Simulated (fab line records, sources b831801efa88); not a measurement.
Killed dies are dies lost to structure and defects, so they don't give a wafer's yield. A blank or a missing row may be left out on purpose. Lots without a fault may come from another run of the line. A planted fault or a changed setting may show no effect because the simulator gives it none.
Chamber matching | flow gf180mcu | GF_V2_ETCH_16 on rie_diel-01: 4 sister chambers
The step etches BARC in N2/H2. 4 wafers are shown with their chamber, then 11 later ones without.

WAFERS WITH THEIR CHAMBER
wafer  | chamber | drypump_motor_current_A (A)
L084.6 | 3       | 6.0
L086.3 | 1       | 5.4
L086.6 | 2       | 5.6
L087.1 | 0       | 5.0

WAFERS WITHOUT THEIR CHAMBER
wafer  | drypump_motor_current_A (A)
L087.2 | 5.4
L087.6 | 6.0
L090.1 | 5.4
L090.5 | 5.0
L090.6 | 5.4
L094.1 | 6.0
L094.2 | 5.4
L094.6 | 5.3
L096.3 | 5.3
L096.5 | 5.7
L096.6 | 5.3

WHICH CHAMBER EACH WENT THROUGH
wafer  | from the rows above | in truth
L087.2 | 1                   | 1
L087.6 | 3                   | 3
L090.1 | 1                   | 1
L090.5 | 0                   | 0
L090.6 | 1                   | 1
L094.1 | 3                   | 3
L094.2 | 1                   | 1
L094.6 | 1                   | 1
L096.3 | 1                   | 1
L096.5 | 2                   | 2
L096.6 | 1                   | 1
Placed correctly: 11 of 11. Can't be placed from these rows: 0. Placed wrongly: 0.
How it was worked out, from the rows above alone: a wafer's distance from a chamber is the root of the sum, over the readings, of the square of ((its reading less the chamber's mean) divided by the reading's scatter). The wafer belongs to the nearest chamber; if the next one is less than 2 further off, it can't be placed. A chamber's mean is the mean of its shown wafers. The scatter: with one shown wafer a chamber, the root of the mean of the squares of how far each hidden wafer lies from its nearest shown one.
